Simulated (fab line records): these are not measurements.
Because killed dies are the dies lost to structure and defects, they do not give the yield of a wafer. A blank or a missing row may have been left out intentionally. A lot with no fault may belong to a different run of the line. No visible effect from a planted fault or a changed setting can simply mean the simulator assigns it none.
Problem report, 8D (eight disciplines) form, completed by code :: flow gf180mcu :: the parts of the form that need people (team, actions taken, sign-off) are left out

1. WHAT IS WRONG
At GF_MVPSD_IMPLANT_09, beam energy keV averages 37.587 over 6 wafers from 2 lots, while fault-free wafers read 40.003, standard deviation 0.011. That is -99 or more standard deviations from the usual mean.
The first sign was on wafer L615.3 at day 6 11:59, on implanter-03. The record has a number at this step for 18 wafers belonging to 6 lots. Rule for "out", or "out of limits": more than 4 standard deviations from the usual mean. All remaining wafers that have a number are taken as sound.

2. WHAT IT IS, AND WHAT IT ISN'T
question: which readings at this step
is: beam energy keV
is not: dose ions cm2

question: which lots
is: L615, L617
is not: L616, L621, L627, L629

question: which wafers of those lots
is: all that have a number
is not: -

question: read on which tools
is: implanter-03
is not: implanter-02, implanter-04

question: when
is: from day 6 11:59
is not: up to then (3 sound wafers); but 9 sound wafers of L621, L627, L629 came after

3. WHAT RULES OUT EACH SUSPECT
Counting: a tool stays on the suspect list if, at a process step up to the reading, it processed all lots that are out and no sound lot following the first of them.
- plasma asher-04 at GF_MVSD_STRIP_10 (strips in O2/N2): kept. It ran every lot that is out, first L615 (day 5 20:49), and no sound lot after that.
- implanter-03 at GF_MVPSD_IMPLANT_09: kept. Every lot that is out went through it, starting with L615 (day 6 11:59), and after that it ran no sound lot; the last sound lot it ran before then is L616 (day 6 10:04). Its own readings are out on those wafers: beam energy keV.
After counting, plasma asher-04 at GF_MVSD_STRIP_10 and implanter-03 at GF_MVPSD_IMPLANT_09 remain.

4. THE CAUSE (what the simulator had put in)
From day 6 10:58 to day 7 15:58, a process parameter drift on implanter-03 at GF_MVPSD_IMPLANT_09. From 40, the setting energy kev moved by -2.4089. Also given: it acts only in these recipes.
2 suspects survive the count, and this tool is in that group.

5. THE CHAIN OF EFFECTS, in route order
One row per reading whose mean, taken over the struck wafers that have a number, lies over 3 standard deviations from the usual. Readings are gone through only where the record gives a usual standard deviation; hours: the median, over the lots, of the time from a lot's start at the first step in this table giving one to that lot's start at this step; sigmas: the change measured in usual standard deviations.
hours: 0
step: GF_MVPSD_IMPLANT_09
reading: beam energy keV
usual: 40.003
on struck wafers: 37.587
change: -2.416
sigmas: -99 or more
Here are the process steps it includes:
- GF_MVPSD_IMPLANT_09

6. WHAT WOULD HAVE CAUGHT IT SOONER
In this record the first reading out of limits was taken at day 6 11:59, 1 hour after the fault began at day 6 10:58.
